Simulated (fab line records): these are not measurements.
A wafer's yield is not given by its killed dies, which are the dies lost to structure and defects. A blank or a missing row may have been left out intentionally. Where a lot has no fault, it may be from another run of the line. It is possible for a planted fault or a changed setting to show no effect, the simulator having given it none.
Chamber matching	flow sky130	SKY_METAL4_ETCH_17 on rie-diel-04 has 4 sister chambers
The step etches SiO2 in C4F8/O2/Ar, stops on TiN, time 3.9 s, target depth 15 nm. 14 wafers are shown with their chamber, then 6 later ones without.

WAFERS, EACH WITH ITS CHAMBER
wafer	chamber	rf-fwd-power-W (W)	oes-product-au (a.u.)	chamber-pressure-mTorr (mTorr)
L540.2	2	1479	0.751	39.98
L540.3	3	1463	0.751	39.99
L540.4	1	1467	0.769	39.98
L545.1	0	1475	0.738	40.07
L545.3	2	1485	0.752	39.99
L545.6	1	1468	0.757	40.02
L546.1	1	1468	0.744	40.07
L546.2	3	1460	0.751	39.98
L546.3	0	1477	0.755	40.01
L548.1	3	1472	0.756	39.95
L548.3	1	1471	0.764	40.03
L555.3	2	1475	0.753	40.06
L555.4	1	1467	0.776	40.03
L555.5	2	1478	0.747	39.94

SIGNATURES (means of the wafers above)
reading	chamber 0	chamber 1	chamber 2	chamber 3	scatter within a chamber
rf-fwd-power-W	1476.00	1468.20	1479.25	1465.00	3.79
oes-product-au	0.74650	0.76200	0.75075	0.75267	0.00883
chamber-pressure-mTorr	40.0400	40.0260	39.9925	39.9733	0.0378
Rule: for each reading, subtract the chamber's mean from the wafer's reading, divide by that reading's scatter and square the result; add these up over the readings and take the root, which gives the wafer's distance from the chamber. If the next closest chamber is less than 2 further off than the closest, the wafer can't be placed; otherwise it belongs to the closest. The scatter: take each reading less its chamber's mean, square it, sum over the shown wafers, divide by the number of wafers less the number of chambers, and take the root.

WAFERS WITHOUT THEIR CHAMBER
wafer	rf-fwd-power-W (W)	oes-product-au (a.u.)	chamber-pressure-mTorr (mTorr)
L561.1	1492	0.763	40.03
L561.5	1471	0.775	39.99
L561.6	1472	0.758	40.00
L562.1	1471	0.750	39.99
L562.3	1458	0.748	40.06
L562.4	1464	0.756	39.99

WHICH CHAMBER EACH ONE RAN IN
wafer	from the rows above	in truth
L561.1	can't be placed: 2 or 0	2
L561.5	can't be placed: 1 or 3 or 2 or 0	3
L561.6	can't be placed: 1 or 0 or 3 or 2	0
L562.1	can't be placed: 3 or 1 or 0 or 2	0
L562.3	can't be placed: 3 or 1 or 0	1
L562.4	can't be placed: 3 or 1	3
Correctly placed: 0 of 6. From these rows, 6 cannot be placed; in 6 the true chamber is one of the candidates. Wrongly placed: 0.
